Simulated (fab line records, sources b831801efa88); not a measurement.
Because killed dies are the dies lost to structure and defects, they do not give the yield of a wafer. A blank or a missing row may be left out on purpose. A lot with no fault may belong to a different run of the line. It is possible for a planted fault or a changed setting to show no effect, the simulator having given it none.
Chamber matching ; flow gf180mcu ; GF_V2_CMP_26 on cmp-02: 4 sister chambers
The step polishes, stops on SiO2, t overpolish 15 s, target thk 0 nm. 18 wafers are shown with their chamber, then 9 later ones without.

## WAFERS PAIRED WITH THEIR CHAMBERS
wafer;chamber;motor_current_A (A)
L218.2;1;9.9
L218.4;2;10.7
L218.6;2;11.0
L222.2;0;10.2
L222.5;1;9.8
L222.6;2;11.3
L226.1;2;11.5
L226.3;3;10.3
L226.5;2;10.5
L229.2;2;10.9
L229.3;0;9.8
L229.4;1;9.8
L232.1;1;9.6
L232.3;3;9.5
L232.6;0;10.7
L234.2;1;10.2
L234.3;0;10.2
L234.6;1;9.2

SIGNATURES, as means of the wafers listed above
reading;chamber 0;chamber 1;chamber 2;chamber 3;scatter within a chamber
motor_current_A;10.225;9.750;10.983;9.900;0.375
Rule: distance of a wafer from a chamber = root of the sum over the readings of ((wafer's reading minus chamber's mean) / reading's scatter) squared. If the next closest chamber is less than 2 further off than the closest, the wafer can't be placed; otherwise it belongs to the closest. How the scatter is found: for the shown wafers, subtract from each reading the mean of its chamber, square and add these, divide the total by (wafers less chambers), then take the root.

## WAFERS WHOSE CHAMBER IS MISSING
wafer;motor_current_A (A)
L237.2;10.8
L237.3;10.6
L237.4;9.2
L238.3;10.8
L238.5;11.0
L238.6;10.0
L239.1;10.1
L239.2;9.6
L239.3;10.1

## CHAMBER TAKEN BY EACH
wafer;from the rows above;in truth
L237.2;can't be placed: 2 or 0 or 3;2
L237.3;can't be placed: 0 or 2 or 3 or 1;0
L237.4;can't be placed: 1 or 3 or 0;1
L238.3;can't be placed: 2 or 0 or 3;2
L238.5;2;2
L238.6;can't be placed: 3 or 0 or 1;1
L239.1;can't be placed: 0 or 3 or 1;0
L239.2;can't be placed: 1 or 3 or 0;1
L239.3;can't be placed: 0 or 3 or 1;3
1 of 9 placed correctly. These rows do not allow placing 8 (true chamber among the candidates in 8). 0 placed wrongly.
